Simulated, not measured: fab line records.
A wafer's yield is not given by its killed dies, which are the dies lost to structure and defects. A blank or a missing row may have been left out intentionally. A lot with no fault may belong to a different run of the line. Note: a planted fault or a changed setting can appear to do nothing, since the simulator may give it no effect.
The tool behind it: which one? || flow gf180mcu || 13 lots with 39 wafers sampled at 5 steps, on a route of 602 steps

WHAT THE GAUGES READ, wafer by wafer
GF_STI_BOW_MEAS_00.
{"lot": "L867", "measured": "day 1 15:00", "on": "film metro-03", "INCOMING_BOW (um)": "-5 -8 3"}
{"lot": "L868", "measured": "day 1 20:01", "on": "film metro-02", "INCOMING_BOW (um)": "-2 -5 -3"}
{"lot": "L872", "measured": "day 2 16:00", "on": "film metro-02", "INCOMING_BOW (um)": "7 -7 10"}
{"lot": "L873", "measured": "day 2 21:01", "on": "film metro-04", "INCOMING_BOW (um)": "-3 -1 8"}
{"lot": "L874", "measured": "day 3 02:01", "on": "film metro-02", "INCOMING_BOW (um)": "7 -1 11"}
{"lot": "L876", "measured": "day 3 12:00", "on": "film metro-02", "INCOMING_BOW (um)": "6 -4 1"}
{"lot": "L878", "measured": "day 3 22:00", "on": "film metro-04", "INCOMING_BOW (um)": "10 3 1"}
{"lot": "L881", "measured": "day 4 13:04", "on": "film metro-03", "INCOMING_BOW (um)": "5 0 5"}
{"lot": "L882", "measured": "day 4 18:00", "on": "film metro-02", "INCOMING_BOW (um)": "-2 5 7"}
{"lot": "L884", "measured": "day 5 04:00", "on": "film metro-03", "INCOMING_BOW (um)": "-3 0 3"}
{"lot": "L885", "measured": "day 5 09:00", "on": "film metro-02", "INCOMING_BOW (um)": "7 5 -2"}
{"lot": "L886", "measured": "day 5 14:00", "on": "film metro-03", "INCOMING_BOW (um)": "8 0 -2"}
{"lot": "L889", "measured": "day 6 05:00", "on": "film metro-03", "INCOMING_BOW (um)": "-3 9 1"}

GF_DNWELL_TW_MEAS_09.
{"lot": "L867", "measured": "day 2 23:32", "on": "film metro-01", "DNWELL_TW": "1380 1379 1376"}
{"lot": "L868", "measured": "day 3 08:04", "on": "film metro-01", "DNWELL_TW": "1376 1381 1367"}
{"lot": "L872", "measured": "day 4 01:35", "on": "film metro-01", "DNWELL_TW": "1371 1374 1373"}
{"lot": "L873", "measured": "day 4 09:52", "on": "film metro-03", "DNWELL_TW": "1367 1372 1368"}
{"lot": "L874", "measured": "day 4 13:37", "on": "film metro-03", "DNWELL_TW": "1358 1349 1345"}
{"lot": "L876", "measured": "day 5 00:04", "on": "film metro-03", "DNWELL_TW": "1361 1365 1364"}
{"lot": "L878", "measured": "day 5 13:25", "on": "film metro-01", "DNWELL_TW": "31 31 31 31 31 31"}
{"lot": "L881", "measured": "day 6 03:32", "on": "film metro-01", "DNWELL_TW": "1373 1361 1374"}
{"lot": "L882", "measured": "day 6 09:43", "on": "film metro-03", "DNWELL_TW": "1366 1358 1356"}
{"lot": "L884", "measured": "day 6 18:10", "on": "film metro-01", "DNWELL_TW": "1361 1359 1365"}
{"lot": "L885", "measured": "day 6 23:48", "on": "film metro-01", "DNWELL_TW": "1372 1368 1370"}
{"lot": "L886", "measured": "day 7 04:40", "on": "film metro-03", "DNWELL_TW": "1360 1357 1366"}
{"lot": "L889", "measured": "day 7 22:29", "on": "film metro-02", "DNWELL_TW": "1354 1350 1349"}

GF_DUAL_GATE_OVL_MEAS_11.
{"lot": "L867", "measured": "day 8 11:51", "on": "overlay-01", "DUAL_GATE_OVL (nm)": "-0.2 -0.6 0.7"}
{"lot": "L868", "measured": "day 9 02:16", "on": "overlay-01", "DUAL_GATE_OVL (nm)": "-1.7 -1.4 -1.2"}
{"lot": "L872", "measured": "day 10 00:01", "on": "overlay-02", "DUAL_GATE_OVL (nm)": "-0.3 -0.4 0.7"}
{"lot": "L873", "measured": "day 10 10:25", "on": "overlay-02", "DUAL_GATE_OVL (nm)": "0.5 0.2 -0.2"}
{"lot": "L874", "measured": "day 10 14:52", "on": "overlay-02", "DUAL_GATE_OVL (nm)": "-0.2 -0.4 -1.0"}
{"lot": "L876", "measured": "day 11 06:07", "on": "overlay-02", "DUAL_GATE_OVL (nm)": "-1.7 -0.2 -0.1"}
{"lot": "L881", "measured": "day 12 18:55", "on": "overlay-02", "DUAL_GATE_OVL (nm)": "0.0 -1.9 -1.2"}
{"lot": "L882", "measured": "day 13 03:43", "on": "overlay-02", "DUAL_GATE_OVL (nm)": "-2.0 -2.2 -2.5"}
{"lot": "L884", "measured": "day 13 17:31", "on": "overlay-02", "DUAL_GATE_OVL (nm)": "-2.3 -0.6 -2.0"}
{"lot": "L885", "measured": "day 13 21:45", "on": "overlay-01", "DUAL_GATE_OVL (nm)": "-0.3 -0.6 0.1"}
{"lot": "L886", "measured": "day 14 03:06", "on": "overlay-02", "DUAL_GATE_OVL (nm)": "0.1 0.0 0.4"}
{"lot": "L889", "measured": "day 15 04:27", "on": "overlay-02", "DUAL_GATE_OVL (nm)": "0.9 0.4 -0.7"}

WHICH TOOL RAN EACH LOT (tool, then ch and the chambers of the sampled wafers, then the start)
{"lot": "L867", "GF_DNWELL_EXPOSE_04": "iline stepper-01 ch 0, day 2 17:11", "GF_LVPWELL_STRIP_10": "plasma asher-02 ch 0,1, day 4 01:57"}
{"lot": "L868", "GF_DNWELL_EXPOSE_04": "iline stepper-02 ch 0, day 3 01:45", "GF_LVPWELL_STRIP_10": "plasma asher-04 ch 0,1, day 4 11:15"}
{"lot": "L872", "GF_DNWELL_EXPOSE_04": "iline stepper-02 ch 0, day 3 19:17", "GF_LVPWELL_STRIP_10": "plasma asher-04 ch 0,1, day 5 05:09"}
{"lot": "L873", "GF_DNWELL_EXPOSE_04": "iline stepper-02 ch 0, day 4 02:36", "GF_LVPWELL_STRIP_10": "plasma asher-04 ch 0,1, day 5 13:50"}
{"lot": "L874", "GF_DNWELL_EXPOSE_04": "iline stepper-01 ch 0, day 4 06:58", "GF_LVPWELL_STRIP_10": "plasma asher-04 ch 0,1, day 5 18:23"}
{"lot": "L876", "GF_DNWELL_EXPOSE_04": "iline stepper-02 ch 0, day 4 17:17", "GF_LVPWELL_STRIP_10": "plasma asher-02 ch 0,1, day 6 05:41"}
{"lot": "L878", "GF_DNWELL_EXPOSE_04": "iline stepper-02 ch 0, day 5 05:44", "GF_LVPWELL_STRIP_10": "-"}
{"lot": "L881", "GF_DNWELL_EXPOSE_04": "iline stepper-01 ch 0, day 5 19:47", "GF_LVPWELL_STRIP_10": "plasma asher-02 ch 0,1, day 7 10:53"}
{"lot": "L882", "GF_DNWELL_EXPOSE_04": "iline stepper-01 ch 0, day 6 02:16", "GF_LVPWELL_STRIP_10": "plasma asher-01 ch 0,1, day 7 17:02"}
{"lot": "L884", "GF_DNWELL_EXPOSE_04": "iline stepper-02 ch 0, day 6 10:26", "GF_LVPWELL_STRIP_10": "plasma asher-02 ch 0,1, day 8 02:41"}
{"lot": "L885", "GF_DNWELL_EXPOSE_04": "iline stepper-02 ch 0, day 6 15:56", "GF_LVPWELL_STRIP_10": "plasma asher-02 ch 0,1, day 8 08:35"}
{"lot": "L886", "GF_DNWELL_EXPOSE_04": "iline stepper-02 ch 0, day 6 20:58", "GF_LVPWELL_STRIP_10": "plasma asher-01 ch 0,1, day 8 13:23"}
{"lot": "L889", "GF_DNWELL_EXPOSE_04": "iline stepper-02 ch 0, day 7 14:36", "GF_LVPWELL_STRIP_10": "plasma asher-04 ch 1, day 9 08:29"}
- GF_DNWELL_EXPOSE_04: exposes mask DNWELL, target cd 1700 nm.
- GF_LVPWELL_STRIP_10: strips in O2/N2.

WHAT THE TOOLS THEMSELVES READ (means of the sampled wafers that have a number; where no wafer has one, the mark that the record gives instead)
GF_LVPWELL_STRIP_10.
{"lot": "L867", "tool": "plasma asher-02", "drypump motor current A (A)": 5.3, "heater power w (W)": 292, "oes product au (a.u.)": 0.722, "strip time to endpoint s (s)": 36.99}
{"lot": "L868", "tool": "plasma asher-04", "drypump motor current A (A)": 6.2, "heater power w (W)": 324, "oes product au (a.u.)": 0.719, "strip time to endpoint s (s)": 36.89}
{"lot": "L872", "tool": "plasma asher-04", "drypump motor current A (A)": 6.2, "heater power w (W)": 330, "oes product au (a.u.)": 0.724, "strip time to endpoint s (s)": 37.00}
{"lot": "L873", "tool": "plasma asher-04", "drypump motor current A (A)": 6.2, "heater power w (W)": 330, "oes product au (a.u.)": 0.720, "strip time to endpoint s (s)": 37.06}
{"lot": "L874", "tool": "plasma asher-04", "drypump motor current A (A)": 6.2, "heater power w (W)": 329, "oes product au (a.u.)": 0.725, "strip time to endpoint s (s)": 36.89}
{"lot": "L876", "tool": "plasma asher-02", "drypump motor current A (A)": 5.3, "heater power w (W)": 298, "oes product au (a.u.)": 0.723, "strip time to endpoint s (s)": 36.83}
{"lot": "L881", "tool": "plasma asher-02", "drypump motor current A (A)": 5.3, "heater power w (W)": 301, "oes product au (a.u.)": 0.719, "strip time to endpoint s (s)": 36.93}
{"lot": "L882", "tool": "plasma asher-01", "drypump motor current A (A)": 5.8, "heater power w (W)": 328, "oes product au (a.u.)": 0.720, "strip time to endpoint s (s)": 36.84}
{"lot": "L884", "tool": "plasma asher-02", "drypump motor current A (A)": 5.3, "heater power w (W)": 297, "oes product au (a.u.)": 0.722, "strip time to endpoint s (s)": 36.96}
{"lot": "L885", "tool": "plasma asher-02", "drypump motor current A (A)": 5.3, "heater power w (W)": 298, "oes product au (a.u.)": 0.721, "strip time to endpoint s (s)": 36.88}
{"lot": "L886", "tool": "plasma asher-01", "drypump motor current A (A)": 5.8, "heater power w (W)": 339, "oes product au (a.u.)": 0.726, "strip time to endpoint s (s)": 37.13}
{"lot": "L889", "tool": "plasma asher-04", "drypump motor current A (A)": 6.2, "heater power w (W)": 333, "oes product au (a.u.)": 0.719, "strip time to endpoint s (s)": 36.95}

THE ANSWER, worked out from the rows above alone
Rule: usual is defined by the lots themselves. Put in order of their means at a reading, lots are off if they are a third of the lots or fewer, leave a main group of 4 or more, and stand apart from it by a gap of 3 or more times the standard deviation of the main group's means; of several such gaps the widest counts. Not used: any main group whose means are identical at the precision the tables above print for the reading. A lot without any number at a reading at which 4 lots or more have one is off too. The other lots that the step has rows for count as sound. Order of review: gauges by route order, followed by the tools' own readings, for which a lot's mean as printed above is used. The first step at which some lot is off is used, and at that step the reading that is off furthest; a lot without a number counts as furthest.
Off: at GF_DNWELL_TW_MEAS_09 (DNWELL_TW), L878. Mean 1365 and standard deviation 8.4 in the main group.
If a tool, at a process step before that reading, ran all the lots that are off and no sound lot after the first of them, it fits. Those tools and the gauges at GF_DNWELL_TW_MEAS_09 are tried in the same way. Of those tried, none fits.

WHAT THE SIMULATOR HAD INSERTED
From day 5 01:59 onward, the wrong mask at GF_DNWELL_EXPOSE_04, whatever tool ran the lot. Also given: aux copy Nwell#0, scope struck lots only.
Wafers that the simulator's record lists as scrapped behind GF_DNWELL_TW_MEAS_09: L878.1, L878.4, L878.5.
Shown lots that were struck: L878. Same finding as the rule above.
